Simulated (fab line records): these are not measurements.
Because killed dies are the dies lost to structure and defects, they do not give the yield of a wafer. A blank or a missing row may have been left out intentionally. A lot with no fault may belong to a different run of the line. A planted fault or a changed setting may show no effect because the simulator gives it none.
Which tool did it? / flow gf180mcu / 11 lots, 33 wafers sampled, at 4 steps of a route of 602

== WHAT THE GAUGES SHOWED, per wafer ==
GF_LVPWELL_OVL_MEAS_07. Usual: LVPWELL_OVL typically reads -0.2 nm, with standard deviation 1.7.
lot=L483; measured=day 3 18:34; on=overlay-01; LVPWELL_OVL (nm)=0.6 -0.4 -0.8; flag=
lot=L489; measured=day 5 10:28; on=overlay-02; LVPWELL_OVL (nm)=-0.2 1.6 0.6; flag=
lot=L491; measured=day 5 21:01; on=overlay-02; LVPWELL_OVL (nm)=0.2 -0.5 0.1; flag=
lot=L492; measured=day 5 23:55; on=overlay-01; LVPWELL_OVL (nm)=-1.5 0.0 -0.3; flag=
lot=L493; measured=day 6 04:36; on=overlay-01; LVPWELL_OVL (nm)=2.6 1.4 1.0; flag=
lot=L495; measured=day 6 16:38; on=overlay-02; LVPWELL_OVL (nm)=-0.4 -0.6 -0.1; flag=
lot=L499; measured=day 7 15:52; on=overlay-02; LVPWELL_OVL (nm)=1.1 0.2 1.8; flag=
lot=L501; measured=day 8 02:13; on=overlay-02; LVPWELL_OVL (nm)=0.1 -0.5 1.9; flag=
lot=L502; measured=day 8 08:31; on=overlay-02; LVPWELL_OVL (nm)=-2.0 -3.5 -3.7; flag=
lot=L504; measured=day 8 19:17; on=overlay-02; LVPWELL_OVL (nm)=-0.1 0.5 1.2; flag=
lot=L506; measured=day 9 08:04; on=overlay-02; LVPWELL_OVL (nm)=-1.8 -2.0 -0.8; flag=

GF_PSD_RS_MEAS_14: the measuring method here is four-point-probe. Usual: NSD_RS typically reads 46.14 ohm/sq, with standard deviation 0.072.
lot=L483; measured=day 13 23:33; on=film metro-03; NSD_RS (ohm/sq)=46.23 46.24 46.19; flag=
lot=L489; measured=day 16 18:58; on=film metro-02; NSD_RS (ohm/sq)=45.97 45.93 46.03; flag=
lot=L491; measured=day 17 04:15; on=film metro-03; NSD_RS (ohm/sq)=47.07 47.03 46.91; flag=OFF
lot=L492; measured=day 17 11:33; on=film metro-02; NSD_RS (ohm/sq)=46.02 46.14 46.14; flag=
lot=L493; measured=day 17 17:37; on=film metro-01; NSD_RS (ohm/sq)=47.09 47.08 47.08; flag=OFF
lot=L495; measured=day 18 14:55; on=film metro-02; NSD_RS (ohm/sq)=47.13 47.16 47.03; flag=OFF
lot=L499; measured=day 20 03:17; on=film metro-03; NSD_RS (ohm/sq)=45.95 46.17 46.20; flag=
lot=L501; measured=day 20 16:34; on=film metro-02; NSD_RS (ohm/sq)=46.11 46.08 46.13; flag=
lot=L502; measured=day 21 01:43; on=film metro-02; NSD_RS (ohm/sq)=46.24 46.09 46.15; flag=
lot=L504; measured=day 21 16:28; on=film metro-01; NSD_RS (ohm/sq)=46.25 46.22 46.19; flag=
lot=L506; measured=day 22 04:42; on=film metro-02; NSD_RS (ohm/sq)=46.10 46.13 46.07; flag=

== WHAT TOOL EACH LOT RAN ON (gives the tool, then ch and the chambers of the sampled wafers, and finally the start) ==
lot=L483; GF_NSD_IMPLANT_09=implanter-02 ch 0, day 13 02:37; GF_NSD_STRIP_11=plasma asher-03 ch 0,1, day 13 02:54
lot=L489; GF_NSD_IMPLANT_09=implanter-03 ch 0, day 15 19:43; GF_NSD_STRIP_11=plasma asher-02 ch 0,1, day 15 20:01
lot=L491; GF_NSD_IMPLANT_09=implanter-03 ch 0, day 16 05:02; GF_NSD_STRIP_11=plasma asher-04 ch 0,1, day 16 05:20
lot=L492; GF_NSD_IMPLANT_09=implanter-02 ch 0, day 16 12:55; GF_NSD_STRIP_11=plasma asher-03 ch 0,1, day 16 13:11
lot=L493; GF_NSD_IMPLANT_09=implanter-03 ch 0, day 16 17:35; GF_NSD_STRIP_11=plasma asher-04 ch 0,1, day 16 17:50
lot=L495; GF_NSD_IMPLANT_09=implanter-03 ch 0, day 17 14:31; GF_NSD_STRIP_11=plasma asher-02 ch 0,1, day 17 14:49
lot=L499; GF_NSD_IMPLANT_09=implanter-01 ch 0, day 19 02:55; GF_NSD_STRIP_11=plasma asher-03 ch 0,1, day 19 03:13
lot=L501; GF_NSD_IMPLANT_09=implanter-01 ch 0, day 19 15:43; GF_NSD_STRIP_11=plasma asher-03 ch 0,1, day 19 16:01
lot=L502; GF_NSD_IMPLANT_09=implanter-02 ch 0, day 20 00:19; GF_NSD_STRIP_11=plasma asher-02 ch 0,1, day 20 00:36
lot=L504; GF_NSD_IMPLANT_09=implanter-03 ch 0, day 20 14:53; GF_NSD_STRIP_11=plasma asher-03 ch 0,1, day 20 15:10
lot=L506; GF_NSD_IMPLANT_09=implanter-03 ch 0, day 21 04:32; GF_NSD_STRIP_11=plasma asher-03 ch 0,1, day 21 04:50
- GF_NSD_IMPLANT_09
- GF_NSD_STRIP_11: strips in O2/N2.

== WHAT THE TOOLS THEMSELVES READ (means of the sampled wafers that have a number; where no wafer has one, the mark that the record gives instead) ==
GF_NSD_IMPLANT_09. Usual: beam energy keV 60.002, standard deviation 0.019; tilt deg 7.003 degrees, standard deviation 0.019.
lot=L483; tool=implanter-02; beam energy keV=59.996; tilt deg (degrees)=6.999; flag=
lot=L489; tool=implanter-03; beam energy keV=60.003; tilt deg (degrees)=7.015; flag=
lot=L491; tool=implanter-03; beam energy keV=56.769; tilt deg (degrees)=6.998; flag=OFF
lot=L492; tool=implanter-02; beam energy keV=60.009; tilt deg (degrees)=6.982; flag=
lot=L493; tool=implanter-03; beam energy keV=56.794; tilt deg (degrees)=7.045; flag=OFF
lot=L495; tool=implanter-03; beam energy keV=56.740; tilt deg (degrees)=7.002; flag=OFF
lot=L499; tool=implanter-01; beam energy keV=59.984; tilt deg (degrees)=7.005; flag=
lot=L501; tool=implanter-01; beam energy keV=60.006; tilt deg (degrees)=6.983; flag=
lot=L502; tool=implanter-02; beam energy keV=59.986; tilt deg (degrees)=6.994; flag=
lot=L504; tool=implanter-03; beam energy keV=60.026; tilt deg (degrees)=6.993; flag=
lot=L506; tool=implanter-03; beam energy keV=59.998; tilt deg (degrees)=7.007; flag=

GF_NSD_STRIP_11. Usual: chamber pressure mTorr 1499.9 mTorr, standard deviation 1.4; drypump motor current A 5.4 A, standard deviation 0.41; heater power w 323 W, standard deviation 27; oes product au 0.487 a.u., standard deviation 0.0048; strip time to endpoint s 22.95 s, standard deviation 0.038.
lot=L483; tool=plasma asher-03; chamber pressure mTorr (mTorr)=1499.5; drypump motor current A (A)=5.6; heater power w (W)=295; oes product au (a.u.)=0.488; strip time to endpoint s (s)=22.94; flag=
lot=L489; tool=plasma asher-02; chamber pressure mTorr (mTorr)=1498.3; drypump motor current A (A)=5.8; heater power w (W)=341; oes product au (a.u.)=0.483; strip time to endpoint s (s)=22.98; flag=
lot=L491; tool=plasma asher-04; chamber pressure mTorr (mTorr)=1500.7; drypump motor current A (A)=5.1; heater power w (W)=340; oes product au (a.u.)=0.489; strip time to endpoint s (s)=22.55; flag=OFF
lot=L492; tool=plasma asher-03; chamber pressure mTorr (mTorr)=1499.5; drypump motor current A (A)=5.2; heater power w (W)=324; oes product au (a.u.)=0.489; strip time to endpoint s (s)=22.97; flag=
lot=L493; tool=plasma asher-04; chamber pressure mTorr (mTorr)=1499.6; drypump motor current A (A)=5.1; heater power w (W)=334; oes product au (a.u.)=0.490; strip time to endpoint s (s)=22.55; flag=OFF
lot=L495; tool=plasma asher-02; chamber pressure mTorr (mTorr)=1500.1; drypump motor current A (A)=5.7; heater power w (W)=326; oes product au (a.u.)=0.491; strip time to endpoint s (s)=22.55; flag=OFF
lot=L499; tool=plasma asher-03; chamber pressure mTorr (mTorr)=1501.6; drypump motor current A (A)=5.6; heater power w (W)=298; oes product au (a.u.)=0.483; strip time to endpoint s (s)=22.94; flag=
lot=L501; tool=plasma asher-03; chamber pressure mTorr (mTorr)=1500.6; drypump motor current A (A)=5.6; heater power w (W)=298; oes product au (a.u.)=0.488; strip time to endpoint s (s)=22.95; flag=
lot=L502; tool=plasma asher-02; chamber pressure mTorr (mTorr)=1500.3; drypump motor current A (A)=5.8; heater power w (W)=334; oes product au (a.u.)=0.486; strip time to endpoint s (s)=22.93; flag=
lot=L504; tool=plasma asher-03; chamber pressure mTorr (mTorr)=1501.1; drypump motor current A (A)=5.2; heater power w (W)=321; oes product au (a.u.)=0.485; strip time to endpoint s (s)=22.93; flag=
lot=L506; tool=plasma asher-03; chamber pressure mTorr (mTorr)=1500.5; drypump motor current A (A)=5.6; heater power w (W)=299; oes product au (a.u.)=0.487; strip time to endpoint s (s)=22.95; flag=

== THE ANSWER, worked out from the rows above alone ==
Rule: take the mean of a lot's wafers that have a number; if it is more than 3 standard deviations from the usual mean, the lot is off. Also off: a lot with no number at a reading for which 4 or more lots have one. The other lots that the step has rows for count as sound. After the gauges, taken in route order, come the tools' own readings; for these a lot's mean is taken, as printed above. At the first step where some lot is off, the reading lying furthest off is the one used; lots without a number count as furthest.
Off: L491, L493, L495, at GF_PSD_RS_MEAS_14 (NSD_RS).
If a tool, at a process step before that reading, ran all the lots that are off and no sound lot after the first of them, it fits. The gauges at GF_PSD_RS_MEAS_14 aren't tried: what is off there is off at GF_NSD_IMPLANT_09 too, on other tools, and a gauge's error can't cause that. Of those tried, none fits.

== WHAT THE SIMULATOR HAD PUT IN ==
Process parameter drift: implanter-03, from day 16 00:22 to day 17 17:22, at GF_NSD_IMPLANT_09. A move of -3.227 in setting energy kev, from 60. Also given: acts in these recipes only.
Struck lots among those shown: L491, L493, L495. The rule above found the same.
